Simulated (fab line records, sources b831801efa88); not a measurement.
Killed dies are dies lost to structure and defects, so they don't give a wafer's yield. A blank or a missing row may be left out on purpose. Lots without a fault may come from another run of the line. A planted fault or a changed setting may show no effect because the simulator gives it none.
Which tool did it? | flow sky130 | 11 lots, 33 wafers sampled, at 3 steps of a route of 708

WHAT THE GAUGES READ, wafer by wafer
SKY_LDD_HVN_OVL_MEAS_07.
lot  | measured     | on         | LDD_HVN_OVL (nm)
L652 | day 20 13:58 | overlay-01 | -0.8 -0.2 1.0
L654 | day 22 16:46 | overlay-01 | 2.4 1.9 1.1
L655 | day 22 15:08 | overlay-01 | 2.6 3.6 2.1
L656 | day 22 16:22 | overlay-01 | 1.2 1.4 0.6
L660 | day 23 20:32 | overlay-01 | -1.0 2.0 0.8
L662 | day 24 20:32 | overlay-02 | 3.0 2.3 2.5
L668 | day 25 13:16 | overlay-02 | 0.7 0.6 0.1
L670 | day 27 07:58 | overlay-01 | -0.1 1.8 3.4
L672 | day 27 18:13 | overlay-02 | 1.3 -0.9 -1.4
L673 | day 27 17:56 | overlay-01 | -0.1 1.0 1.5
L674 | day 27 19:36 | overlay-01 | 0.0 0.1 0.4

WHICH TOOL RAN EACH LOT (tool, then ch and the chambers of the sampled wafers, then the start)
lot  | SKY_SONOS_ONO_ETCH_15              | SKY_SONOS_ONO_STRIP_17
L652 | rie_diel-03 ch 0,2,3, day 13 03:07 | plasma_asher-03 ch 0,1, day 13 03:13
L654 | rie_diel-02 ch 0,3, day 14 19:41   | plasma_asher-03 ch 0,1, day 14 19:49
L655 | rie_diel-01 ch 2,3, day 14 19:55   | plasma_asher-04 ch 0,1, day 14 20:01
L656 | rie_diel-03 ch 2,3, day 14 22:17   | plasma_asher-03 ch 0,1, day 14 22:23
L660 | rie_diel-03 ch 2,3, day 15 17:37   | plasma_asher-01 ch 0,1, day 15 17:46
L662 | rie_diel-01 ch 0,2, day 16 09:29   | plasma_asher-03 ch 0,1, day 16 09:35
L668 | rie_diel-03 ch 1,2,3, day 17 23:19 | plasma_asher-01 ch 0,1, day 17 23:26
L670 | rie_diel-02 ch 0,3, day 18 19:47   | plasma_asher-03 ch 0,1, day 18 19:53
L672 | rie_diel-01 ch 0,1, day 19 17:58   | plasma_asher-04 ch 0,1, day 19 18:04
L673 | rie_diel-03 ch 0,1,3, day 19 21:00 | plasma_asher-01 ch 0,1, day 19 21:08
L674 | rie_diel-01 ch 0,2,3, day 20 05:16 | plasma_asher-04 ch 0,1, day 20 05:22
- SKY_SONOS_ONO_ETCH_15: etches the open film in CHF3/O2, target depth 19.52 nm, time 7.8 s.
- SKY_SONOS_ONO_STRIP_17: strips in O2/N2.

THE ANSWER, worked out from the rows above alone
Rule: what is usual is taken from the lots themselves. Put in order of their means at a reading, lots are off if they are a third of the lots or fewer, leave a main group of 4 or more, and stand apart from it by a gap of 3 or more times the standard deviation of the main group's means; of several such gaps the widest counts. A main group whose means are all the same, to the digits that the tables above print for the reading, isn't used. A lot without any number at a reading at which 4 lots or more have one is off too. The other lots that the step has rows for count as sound.
No lot is off at any reading shown: from this, nothing can be told.

WHAT THE SIMULATOR HAD PUT IN
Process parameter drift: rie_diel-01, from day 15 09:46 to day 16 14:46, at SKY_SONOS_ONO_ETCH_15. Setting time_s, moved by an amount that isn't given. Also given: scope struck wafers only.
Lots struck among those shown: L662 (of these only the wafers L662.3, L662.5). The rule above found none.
